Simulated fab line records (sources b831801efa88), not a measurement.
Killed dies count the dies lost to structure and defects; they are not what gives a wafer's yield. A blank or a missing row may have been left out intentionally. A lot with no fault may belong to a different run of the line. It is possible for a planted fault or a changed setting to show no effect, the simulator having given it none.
fab line records    flow sky130
record lots=6  wafers=18  lastDay=50
route steps=708 shown METAL4@600 CAP2M@603
lots that met no fault: from a run of the same line without faults
startH: hours from the record's opening day to when the first of the lot's shown wafers began    waitH: hours from the lot's prior step to this one    " repeats the value in the row above    L1.1+2: one row covering several wafers at once    - no value, or no start given    * or withheld: withheld    < > ~ a bound
route shown NAME@n: a module of which the file shows steps, and the number in the route of the first    usual: mean/standard deviation of fault-free wafers    same: alike in all rows    chamber/n: place in a boat    sites: readings site by site    _std_site: the standard deviation of these    _edge_site: mean of outer sites minus mean of inner sites    radiusMm: for every site, how far away it sits from the centre of the wafer    mask NAME#n: copy n    behind: the tool/chamber that last shaped the wafer    hold: the reason the lot was held/the length of the hold in hours/how it ended    device: whichever transistor did not switch (one of n, p or np)    end of line: tests run on the same wafers once the route is complete    a step with no rows: only its recipe    killed: the dies lost at the first sort to structure and to defects; this is not the yield of the wafer    map: dies across one wafer; x = killed, . = not, _ = none there
set.NAME: the setting that was run; set.NAME@STEP: the one run at that earlier step    model.NAME: the simulator's own value behind a step, which no gauge read
lots seen at some steps along the route; tables by step, rows by wafer
services: the hour from which a tool's chamber was out of use, counted from the record's first day as startH (under 0 if before that day), plus the number of hours and why
## steps
# step SKY_METAL4_SPUTTER_02
# recipe material=AlCu  targetThkNm=735  powerW=10600  timeS=39.1  chamberPressurePa=0.4
# usual chamberPressurePa=0.4002/0.0008  throttleValvePct=29.8/1.2
lot.wafer  tool           chamber  startH   waitH  chamberPressurePa  throttleValvePct
L456.1     pvdSputter-02  -        1001.78  0.0    0.3995             28.7
L456.3     "              -        "        "      0.3997             30.4
L456.6     "              -        "        "      0.3999             30.8
L457.1     pvdSputter-02  -        1003.78  0.0    0.4009             30.4
L457.2     "              -        "        "      0.4007             28.4
L457.6     "              -        "        "      0.3981             30.4
L459.1     pvdSputter-04  -        1019.46  0.0    0.4003             29.7
L459.2     "              -        "        "      0.4001             30.7
L459.3     "              -        "        "      0.4010             29.3
L461.1     pvdSputter-04  -        1025.58  0.0    0.3998             29.1
L461.3     "              -        "        "      0.3997             30.6
L461.6     "              -        "        "      0.3993             27.4
L463.2     pvdSputter-04  -        1039.79  0.0    0.4004             27.5
L463.4     "              -        "        "      0.4015             30.7
L463.6     "              -        "        "      0.3988             29.8
L466.2     pvdSputter-01  -        1078.58  0.0    0.3999             29.5
L466.3     "              -        "        "      0.4001             30.9
L466.6     "              -        "        "      0.3984             29.7
# step SKY_METAL4_SPUTTER_03
# recipe material=Ti  targetThkNm=5  powerW=3000  timeS=3.3  chamberPressurePa=0.4
# usual chamberPressurePa=0.4000/0.00076  throttleValvePct=29.8/1.2
lot.wafer  tool           chamber  startH   waitH  chamberPressurePa  throttleValvePct
L456.1     pvdSputter-02  -        1001.82  0.0    0.4001             28.6
L456.3     "              -        "        "      0.3991             30.5
L456.6     "              -        "        "      0.3995             30.9
L457.1     pvdSputter-02  -        1003.81  0.0    0.3994             30.4
L457.2     "              -        "        "      0.3994             28.6
L457.6     "              -        "        "      0.3999             30.4
L459.1     pvdSputter-04  -        1019.50  0.0    0.4000             29.7
L459.2     "              -        "        "      0.4004             30.5
L459.3     "              -        "        "      0.4007             29.3
L461.1     pvdSputter-04  -        1025.62  0.0    0.4006             29.2
L461.3     "              -        "        "      0.3992             30.3
L461.6     "              -        "        "      0.4001             27.5
L463.2     pvdSputter-04  -        1039.83  0.0    0.3998             27.4
L463.4     "              -        "        "      0.3996             30.4
L463.6     "              -        "        "      0.4000             29.8
L466.2     pvdSputter-01  -        1078.62  0.0    0.4001             29.7
L466.3     "              -        "        "      0.3996             30.8
L466.6     "              -        "        "      0.4001             29.3
# step SKY_METAL4_SPUTTER_04
# recipe material=TiN  targetThkNm=70  powerW=6500  timeS=58.3  chamberPressurePa=0.4
# usual chamberPressurePa=0.4001/0.00079  throttleValvePct=29.8/1.2
lot.wafer  tool           chamber  startH   waitH  chamberPressurePa  throttleValvePct
L456.1     pvdSputter-02  -        1001.84  0.0    0.4003             28.5
L456.3     "              -        "        "      0.3998             30.4
L456.6     "              -        "        "      0.3994             30.7
L457.1     pvdSputter-02  -        1003.83  0.0    0.4017             30.5
L457.2     "              -        "        "      0.4009             28.3
L457.6     "              -        "        "      0.4006             30.3
L459.1     pvdSputter-04  -        1019.52  0.0    0.4012             29.5
L459.2     "              -        "        "      0.3983             30.6
L459.3     "              -        "        "      0.3994             29.0
L461.1     pvdSputter-04  -        1025.64  0.0    0.3991             29.2
L461.3     "              -        "        "      0.3997             30.2
L461.6     "              -        "        "      0.4008             27.4
L463.2     pvdSputter-04  -        1039.85  0.0    0.3995             27.4
L463.4     "              -        "        "      0.3997             30.5
L463.6     "              -        "        "      0.4005             30.0
L466.2     pvdSputter-01  -        1078.63  0.0    0.3993             29.2
L466.3     "              -        "        "      0.3996             30.7
L466.6     "              -        "        "      0.3996             29.5
# step SKY_CAP2M_CVD_00
# recipe material=SiO2  targetThkNm=15.5  tempC=400  timeS=withheld  rfW=450
# usual heaterPowerW=724/72
lot.wafer  tool      chamber  startH   waitH  heaterPowerW
L456.1     pecvd-03  2        1001.89  0.0    646
L456.3     "         0        "        "      711
L456.6     "         0        "        "      682
L457.1     pecvd-04  0        1003.88  0.0    837
L457.2     "         2        "        "      751
L457.6     "         2        "        "      731
L459.1     pecvd-03  1        1019.57  0.0    749
L459.2     "         0        "        "      728
L459.3     "         2        "        "      651
L461.1     pecvd-04  2        1025.69  0.0    744
L461.3     "         1        "        "      866
L461.6     "         0        "        "      826
L463.2     pecvd-03  2        1039.90  0.0    733
L463.4     "         2        "        "      727
L463.6     "         1        "        "      728
L466.2     pecvd-04  2        1078.68  0.0    803
L466.3     "         1        "        "      816
L466.6     "         0        "        "      834
# step SKY_CAP2M_THK_MEAS_01
# recipe reads=SiO2_of_CAP2M_CVD_00
# usual CAP2M_CVD_00_THK=15.52/0.27
lot.wafer  tool          chamber  startH   waitH  CAP2M_CVD_00_THK[nm]
L456.1     filmMetro-04  -        1001.91  -      15.80
L456.3     "             -        "        "      15.67
L456.6     "             -        "        "      15.90
L457.1     filmMetro-02  -        1003.90  -      14.85
L457.2     "             -        "        "      14.95
L457.6     "             -        "        "      15.35
L459.1     filmMetro-04  -        1019.59  -      15.40
L459.2     "             -        "        "      15.28
L459.3     "             -        "        "      15.78
L461.1     filmMetro-02  -        1025.71  -      15.44
L461.3     "             -        "        "      15.62
L461.6     "             -        "        "      15.21
L463.2     filmMetro-01  -        1039.93  -      15.58
L463.4     "             -        "        "      15.72
L463.6     "             -        "        "      15.60
L466.2     filmMetro-01  -        1078.71  -      15.54
L466.3     "             -        "        "      15.54
L466.6     "             -        "        "      15.37
# step SKY_CAP2M_SPUTTER_02
# recipe material=TiN  targetThkNm=200  tempC=300  powerW=6500  timeS=166.7  chamberPressurePa=0.4
# usual chamberPressurePa=0.4000/0.00078  throttleValvePct=29.9/1.2
lot.wafer  tool           chamber  startH   waitH  chamberPressurePa  throttleValvePct
L456.1     pvdSputter-01  -        1001.97  0.1    0.4006             29.2
L456.3     "              -        "        "      0.4000             31.0
L456.6     "              -        "        "      0.4000             29.2
L457.1     pvdSputter-03  -        1003.96  0.1    0.3994             29.5
L457.2     "              -        "        "      0.3996             30.2
L457.6     "              -        "        "      0.3993             30.1
L459.1     pvdSputter-02  -        1019.65  0.1    0.3996             32.1
L459.2     "              -        "        "      0.3994             28.4
L459.3     "              -        "        "      0.3998             30.6
L461.1     pvdSputter-02  -        1025.77  0.1    0.3993             30.5
L461.3     "              -        "        "      0.4001             32.4
L461.6     "              -        "        "      0.4002             30.3
L463.2     pvdSputter-02  -        1039.98  0.0    0.4000             28.3
L463.4     "              -        "        "      0.3999             28.7
L463.6     "              -        "        "      0.3992             32.1
L466.2     pvdSputter-03  -        1078.76  0.0    0.3995             29.5
L466.3     "              -        "        "      0.4000             30.1
L466.6     "              -        "        "      0.3995             29.4
# step SKY_CAP2M_RS_MEAS_03
# recipe thkMeasGauge=four-point-probe  reads=TiN_of_CAP2M_SPUTTER_02
# usual CAP2M_TIN_RS=6.89/0.12
lot.wafer  tool          chamber  startH   waitH  CAP2M_TIN_RS[ohm/sq]
L456.1     filmMetro-02  -        1002.08  0.1    6.79
L456.3     "             -        "        "      6.88
L456.6     "             -        "        "      6.77
L457.1     filmMetro-04  -        1004.07  0.1    7.00
L457.2     "             -        "        "      6.84
L457.6     "             -        "        "      6.91
L459.1     filmMetro-04  -        1019.76  0.1    6.88
L459.2     "             -        "        "      6.84
L459.3     "             -        "        "      6.82
L461.1     filmMetro-04  -        1025.88  0.1    6.82
L461.3     "             -        "        "      6.96
L461.6     "             -        "        "      6.82
L463.2     filmMetro-01  -        1040.11  0.1    6.80
L463.4     "             -        "        "      6.82
L463.6     "             -        "        "      6.84
L466.2     filmMetro-04  -        1078.89  0.1    6.92
L466.3     "             -        "        "      6.87
L466.6     "             -        "        "      6.96
# step SKY_CAP2M_THK_MEAS_04
# recipe thkMeasGauge=xrf  reads=TiN_of_CAP2M_SPUTTER_02
# usual CAP2M_TIN_THK=202/3.6
lot.wafer  tool          chamber  startH   waitH  CAP2M_TIN_THK[nm]
L456.1     filmMetro-02  -        1002.20  0.1    206
L456.3     "             -        "        "      204
L456.6     "             -        "        "      207
L457.1     filmMetro-04  -        1004.19  0.1    198
L457.2     "             -        "        "      203
L457.6     "             -        "        "      201
L459.1     filmMetro-04  -        1019.88  0.1    201
L459.2     "             -        "        "      202
L459.3     "             -        "        "      203
L461.1     filmMetro-04  -        1026.00  0.1    204
L461.3     "             -        "        "      199
L461.6     "             -        "        "      203
L463.2     filmMetro-01  -        1040.22  0.1    204
L463.4     "             -        "        "      205
L463.6     "             -        "        "      204
L466.2     filmMetro-04  -        1079.00  0.1    200
L466.3     "             -        "        "      201
L466.6     "             -        "        "      199
# step SKY_CAP2M_DEHYDRATE_05
# recipe tempC=200  timeS=60
# step SKY_CAP2M_HMDS_06
# recipe primeTimeS=60  primeTempC=120
# step SKY_CAP2M_COAT_07
# recipe resist=NOVOLAK  spinRpm=3000  resistThkNm=1140
# step SKY_CAP2M_SOFTBAKE_08
# recipe tempC=90  timeS=60  resist=NOVOLAK
# step SKY_CAP2M_EXPOSE_09
# recipe maskId=CAP2M  na=0.6  sourceShape=conventional  sigmaOuter=0.6  polarization=unpolarized  targetCdNm=1000  doseMj=159
# usual exposureDoseMJCm2=159.01/0.19  focusOffsetNm=0.0/0.54  sigmaOuter=0.6/0
lot.wafer  tool             chamber  startH   waitH  mask     exposureDoseMJCm2  focusOffsetNm  sigmaOuter
L456.1     ilineStepper-02  -        1013.59  -      CAP2M#0  -                  -              -
L456.3     "                -        "        "      CAP2M#0  -                  -              -
L456.6     "                -        "        "      CAP2M#0  -                  -              -
L457.1     ilineStepper-02  -        1015.56  -      CAP2M#0  -                  -              -
L457.2     "                -        "        "      CAP2M#0  -                  -              -
L457.6     "                -        "        "      CAP2M#0  -                  -              -
L459.1     ilineStepper-01  0        1030.99  -      CAP2M#0  159.24             -0.3           0.6
L459.2     "                0        "        "      CAP2M#0  158.99             -0.2           0.6
L459.3     "                0        "        "      CAP2M#0  159.11             0.1            0.6
L461.1     ilineStepper-01  0        1037.20  -      CAP2M#0  159.43             -1.0           0.6
L461.3     "                0        "        "      CAP2M#0  159.24             -0.3           0.6
L461.6     "                0        "        "      CAP2M#0  159.47             -0.7           0.6
L463.2     ilineStepper-01  0        1051.18  -      CAP2M#0  158.75             0.6            0.6
L463.4     "                0        "        "      CAP2M#0  158.94             0.0            0.6
L463.6     "                0        "        "      CAP2M#0  159.04             0.4            0.6
L466.2     ilineStepper-02  0        1089.14  -      CAP2M#0  159.22             0.4            0.6
L466.3     "                0        "        "      CAP2M#0  159.04             0.1            0.6
L466.6     "                0        "        "      CAP2M#0  159.07             -0.1           0.6
# step SKY_CAP2M_PEB_10
# recipe tempC=withheld  timeS=*  resist=NOVOLAK
## services
tool             chamber  startH   hours  kind
ilineStepper-01  -        983.52   19.8   repair
ilineStepper-02  0        985.76   -      calibration
pvdSputter-04    -        1014.41  4.7    repair
ilineStepper-02  -        1015.88  1.7    pm
pvdSputter-01    -        1029.06  4.6    repair
pvdSputter-01    -        1051.12  1.1    repair
pecvd-04         -        1053.31  2.7    repair
pecvd-04         -        1057.36  0.8    pm
pvdSputter-04    -        1057.39  1.8    repair
## key
firstSign step=SKY_CAP2M_EXPOSE_09  reading=toolRecord  direction=missing
effect none on later readings
metAt SKY_CAP2M_EXPOSE_09
struckWafers L456.1,L456.3,L456.6,L457.1,L457.2,L457.6
laterRowsLeftOut L456.1,L456.3,L456.6,L457.1,L457.2,L457.6
sortLeftOut L456.1,L456.3,L456.6,L457.1,L457.2,L457.6
fault kind=skippedStepWhole  tool=ilineStepper-02  chamber=-  onsetH=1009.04  steps=SKY_CAP2M_EXPOSE_09  scope=struckLotsOnly
# sortLeftOut: the simulated sort isn't trusted on such a fault, so these wafers' sort isn't shown, and their yield isn't known
# laterRowsLeftOut: the simulator's readings of these wafers behind a module that went badly wrong aren't trusted and aren't shown, but for the sort
